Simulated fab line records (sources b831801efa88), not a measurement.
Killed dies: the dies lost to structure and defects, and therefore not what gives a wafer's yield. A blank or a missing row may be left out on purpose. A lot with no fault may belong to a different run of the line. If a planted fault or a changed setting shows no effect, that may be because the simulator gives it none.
Comparing a struck lot with a sound one    flow gf180mcu    17 out of 602 route steps
Sound: the wafers L292.1, L292.2, L292.6. Struck: wafer L298.1. (L298.5, L298.6 of the same lot were not struck and are left out.) The cause comes at the end.
Order at every step that has rows: each side's tool, ch and its chambers, its first start. Under that, the readings that differ: sound wafers    struck wafers    difference of the means    sigmas: that difference in standard deviations of wafers without a fault.
alike: words and numbers the same on both sides, and readings whose means are apart by under 2 such deviations; not compared: readings that were withheld, readings missing a value for some wafer, numbers with overlapping values and no deviation given by the record, and bounds like >300 which may hide the same value.
A row with sigmas, a row that says differs or no value, or rows on one side alone: a step with any of these is where the two part. Numbers that have no deviation but don't overlap get no sigmas and don't part them. Lack of a reading on every wafer of one side parts them only where that side has two or more wafers.

first, 3 steps without rows for these wafers: GF_V1_EXPOSE_11 (exposes mask Via1, target cd 260 nm); GF_V1_PEB_12 (peb time 90 s); GF_V1_DEVELOP_13 (develop time 60 s).
GF_V1_CD_MEAS_14: the cd target is 260 nm.
  sound on cd sem-01, day 17 20:22; struck on cd sem-02, day 21 19:45
  alike: cd nm
GF_V1_OVL_MEAS_15:
  sound on overlay-01, day 17 20:29; struck on overlay-02, day 21 19:52
  alike: V1_OVL
then, 1 step without rows for these wafers: GF_V1_ETCH_16 (etches BARC in N2/H2).
GF_V1_ETCH_17: etches SiO2 in C4F8/O2/Ar, stops on TiN, target depth 630 nm.
  sound: rie diel-02 ch 0,1,3; struck: rie diel-01 ch 2
  alike: oes product au
GF_V1_STRIP_18: strips in O2/N2.
  sound on plasma asher-01 ch 0,1, day 17 20:39; struck on plasma asher-04 ch 0, day 21 20:02
  alike: drypump motor current A, heater power w, oes product au
  not compared: rf hours counter h
then, 2 steps without rows for these wafers: GF_V1_STRIP_19 (strips in post etch residue remover, time 1200 s); GF_V1_CLEAN_20 (cleans in DIW).
GF_V1_SPUTTER_21: material Ti, target thk 15 nm, time 80.02 s.
  sound on pvd sputter-01, day 17 21:13; struck on pvd sputter-03, day 21 20:55
  alike: throttle valve pct
GF_V1_SPUTTER_22: material TiN, target thk 10 nm, time 40 s.
  sound on pvd sputter-01, day 17 21:16; struck on pvd sputter-03, day 21 20:59
  alike: throttle valve pct
GF_V1_CVD_23: deposits W, target thk 350 nm, time 105.05 s.
  sound on cvd w-01 ch 0,1, day 17 21:19; struck on cvd w-01 ch 1, day 21 21:01
reading                           sound              struck  difference  sigmas
model.W_of_V1_CVD_23.thk nm (nm)  345.8 341.3 346.5  469.8   +125.3      
  alike: heater power w
GF_V1_RS_MEAS_24: the measuring method here is four-point-probe.
  sound on film metro-03, day 17 21:25; struck on film metro-01, day 21 21:25
reading           sound              struck  difference  sigmas
V1_W_RS (ohm/sq)  0.332 0.337 0.331  0.243   -0.090      -19
  not compared: hold
GF_V1_THK_MEAS_25: measures by xrf.
  sound on film metro-03, day 17 21:32; struck on film metro-01, day 21 23:00
reading        sound        struck  difference  sigmas
V1_W_THK (nm)  348 345 348  472     +125        +28
  not compared: hold
GF_V1_CMP_26: polishes, stops on SiO2, t overpolish 15 s, target thk 0 nm.
  sound on cmp-02 ch 1,3, day 17 21:36; struck on cmp-02 ch 0, day 22 01:09
reading                 sound     struck                    difference                    sigmas
hold                    - - -     await dispo/1.8h/release  no value on the sound wafers  
time to endpoint s (s)  91 81 82  116                       +31                           +8
  alike: motor current A
GF_M2_SPUTTER_00: material Ti, target thk 37.5 nm, time 150 s.
  sound on pvd sputter-02, day 17 21:54; struck on pvd sputter-04, day 22 01:24
  alike: throttle valve pct

== WHERE THEY PART ==
Last at GF_V1_CMP_26 as far as this record goes, first at GF_V1_RS_MEAS_24. Later steps at which nothing parts them and some readings are alike: GF_M2_SPUTTER_00.

WHY: what had been put in by the simulator
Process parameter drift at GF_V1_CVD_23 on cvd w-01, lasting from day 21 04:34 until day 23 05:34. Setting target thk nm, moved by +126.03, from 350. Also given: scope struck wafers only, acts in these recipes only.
